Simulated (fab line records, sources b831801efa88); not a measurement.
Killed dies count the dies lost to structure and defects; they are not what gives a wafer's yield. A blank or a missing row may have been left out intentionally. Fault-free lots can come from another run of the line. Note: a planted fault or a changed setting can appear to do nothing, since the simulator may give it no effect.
Chamber matching    flow gf180mcu    GF_V4_CMP_26 on cmp-01 has 4 sister chambers
The step polishes, stops on SiO2, t overpolish 15 s, target thk 0 nm. 14 wafers are shown with their chamber, then 7 later ones without.

WAFERS PAIRED WITH THEIR CHAMBERS
wafer   chamber  motor current A (A)  time to endpoint s (s)  overpolish run s (s)
L857.2  1        10.3                 88.3                    14.979
L857.5  1        10.8                 84.5                    14.998
L857.6  0        10.4                 85.4                    14.996
L870.2  1        11.3                 84.7                    14.996
L870.3  3        8.4                  86.6                    15.020
L870.4  2        8.4                  82.4                    15.001
L871.1  2        8.6                  89.4                    14.995
L871.2  0        10.3                 83.1                    15.004
L871.3  3        8.2                  84.4                    15.010
L874.4  0        10.5                 80.9                    15.006
L874.5  2        8.9                  85.1                    15.000
L874.6  3        8.4                  84.7                    14.985
L878.1  2        8.7                  87.3                    14.997
L878.2  1        10.7                 88.6                    15.002

SIGNATURES, as means of the wafers listed above
reading             chamber 0  chamber 1  chamber 2  chamber 3  scatter within a chamber
motor current A     10.400     10.775     8.650      8.333      0.262
time to endpoint s  83.133     86.525     86.050     85.233     2.34
overpolish run s    15.00200   14.99375   14.99825   15.00500   0.0102
Rule: for each reading, subtract the chamber's mean from the wafer's reading, divide by that reading's scatter and square the result; add these up over the readings and take the root, which gives the wafer's distance from the chamber. If the next closest chamber is less than 2 further off than the closest, the wafer can't be placed; otherwise it belongs to the closest. How the scatter is found: for the shown wafers, subtract from each reading the mean of its chamber, square and add these, divide the total by (wafers less chambers), then take the root.

WAFERS MISSING THEIR CHAMBER
wafer   motor current A (A)  time to endpoint s (s)  overpolish run s (s)
L878.5  10.5                 84.5                    14.989
L877.1  8.4                  87.8                    14.987
L877.3  8.6                  86.4                    14.998
L877.5  8.8                  85.5                    15.013
L879.1  10.6                 87.8                    15.001
L879.3  8.6                  88.4                    15.015
L879.6  8.0                  85.7                    15.007

THE CHAMBER EACH PASSED THROUGH
wafer   from the rows above      in truth
L878.5  can't be placed: 1 or 0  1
L877.1  can't be placed: 2 or 3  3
L877.3  can't be placed: 2 or 3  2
L877.5  can't be placed: 2 or 3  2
L879.1  can't be placed: 1 or 0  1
L879.3  can't be placed: 2 or 3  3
L879.6  can't be placed: 3 or 2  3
Correctly placed: 0 of 7. These rows do not allow placing 7 (true chamber among the candidates in 7). Placed wrongly: 0.
